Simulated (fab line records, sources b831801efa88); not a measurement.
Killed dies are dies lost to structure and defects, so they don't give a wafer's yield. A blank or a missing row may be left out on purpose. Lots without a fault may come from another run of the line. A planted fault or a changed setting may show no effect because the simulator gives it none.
Chamber matching | flow sky130 | SKY_VIA2_CMP_02 on cmp-01: 4 sister chambers
The step polishes SiO2. 4 wafers are shown with their chamber, then 9 later ones without.

WAFERS WITH THEIR CHAMBER
wafer  | chamber | motor_current_A (A)
L740.2 | 0       | 11.6
L742.3 | 1       | 14.6
L742.6 | 3       | 14.2
L744.1 | 2       | 12.5

WAFERS WITHOUT THEIR CHAMBER
wafer  | motor_current_A (A)
L744.2 | 13.8
L744.4 | 14.9
L750.1 | 11.8
L750.2 | 14.7
L750.4 | 14.0
L754.3 | 15.1
L754.5 | 11.1
L753.4 | 14.7
L753.6 | 15.0

WHICH CHAMBER EACH WENT THROUGH
wafer  | from the rows above     | in truth
L744.2 | can't be placed: 3 or 1 | 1
L744.4 | can't be placed: 1 or 3 | 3
L750.1 | can't be placed: 0 or 2 | 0
L750.2 | can't be placed: 1 or 3 | 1
L750.4 | can't be placed: 3 or 1 | 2
L754.3 | can't be placed: 1 or 3 | 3
L754.5 | 0                       | 0
L753.4 | can't be placed: 1 or 3 | 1
L753.6 | can't be placed: 1 or 3 | 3
Placed correctly: 1 of 9. Can't be placed from these rows: 8 (the true chamber is among the candidates in 7). Placed wrongly: 0.
How it was worked out, from the rows above alone: a wafer's distance from a chamber is the root of the sum, over the readings, of the square of ((its reading less the chamber's mean) divided by the reading's scatter). The wafer belongs to the nearest chamber; if the next one is less than 2 further off, it can't be placed. A chamber's mean is the mean of its shown wafers. The scatter: with one shown wafer a chamber, the root of the mean of the squares of how far each hidden wafer lies from its nearest shown one.
